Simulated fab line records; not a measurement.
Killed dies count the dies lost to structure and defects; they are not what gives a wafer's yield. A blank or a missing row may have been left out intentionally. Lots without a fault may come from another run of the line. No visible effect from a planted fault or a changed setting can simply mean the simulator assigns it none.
Which tool was responsible? ; flow sky130 ; Sampling: 6 lots, 18 wafers, 3 of 708 route steps

== WHAT THE GAUGES READ, wafer by wafer ==
SKY_LDD_HVP_OVL_MEAS_07.
lot;measured;on;LDD_HVP_OVL (nm)
L576;day 22 11:52;overlay-01;1.9 1.0 2.6
L582;day 24 18:09;overlay-02;1.3 -0.3 0.4
L585;day 26 06:09;overlay-01;-0.4 0.4 -0.7
L588;day 28 04:08;overlay-02;0.2 -0.1 -0.2
L590;day 28 03:03;overlay-01;1.3 1.2 1.4
L592;day 28 07:20;overlay-01;0.8 0.1 0.8

== TOOL THAT RAN EACH LOT (tool first, then ch and the chambers of the sampled wafers, then the start) ==
lot;SKY_NWELL_RTA_28;SKY_SONOS_ONO_OXIDATION_00
L576;rtp_anneal-01 ch 0, day 5 16:52;furnace-02 ch 0, day 12 02:05
L582;rtp_anneal-02 ch 0, day 7 07:32;furnace-01 ch 0, day 14 04:04
L585;rtp_anneal-02 ch 0, day 8 10:30;furnace-02 ch 0, day 15 16:11
L588;rtp_anneal-02 ch 0, day 9 00:35;furnace-01 ch 0, day 16 12:32
L590;rtp_anneal-02 ch 0, day 9 11:07;furnace-02 ch 0, day 17 00:11
L592;rtp_anneal-01 ch 0, day 10 01:01;furnace-01 ch 0, day 17 16:17
- SKY_NWELL_RTA_28: time 30 s.
- SKY_SONOS_ONO_OXIDATION_00: stabilise 600 s, purge 300 s, target thk 2.6 nm.

== THE ANSWER, worked out from the rows above alone ==
Rule: the usual values come from the lots themselves. Put in order of their means at a reading, lots are off if they are a third of the lots or fewer, leave a main group of 4 or more, and stand apart from it by a gap of 3 or more times the standard deviation of the main group's means; of several such gaps the widest counts. Not used: any main group whose means are identical at the precision the tables above print for the reading. A lot without any number at a reading at which 4 lots or more have one is off too. All remaining lots with rows at the step are treated as sound.
No lot is off at any reading shown: from this, nothing can be told.

== WHAT HAD BEEN PUT IN BY THE SIMULATOR ==
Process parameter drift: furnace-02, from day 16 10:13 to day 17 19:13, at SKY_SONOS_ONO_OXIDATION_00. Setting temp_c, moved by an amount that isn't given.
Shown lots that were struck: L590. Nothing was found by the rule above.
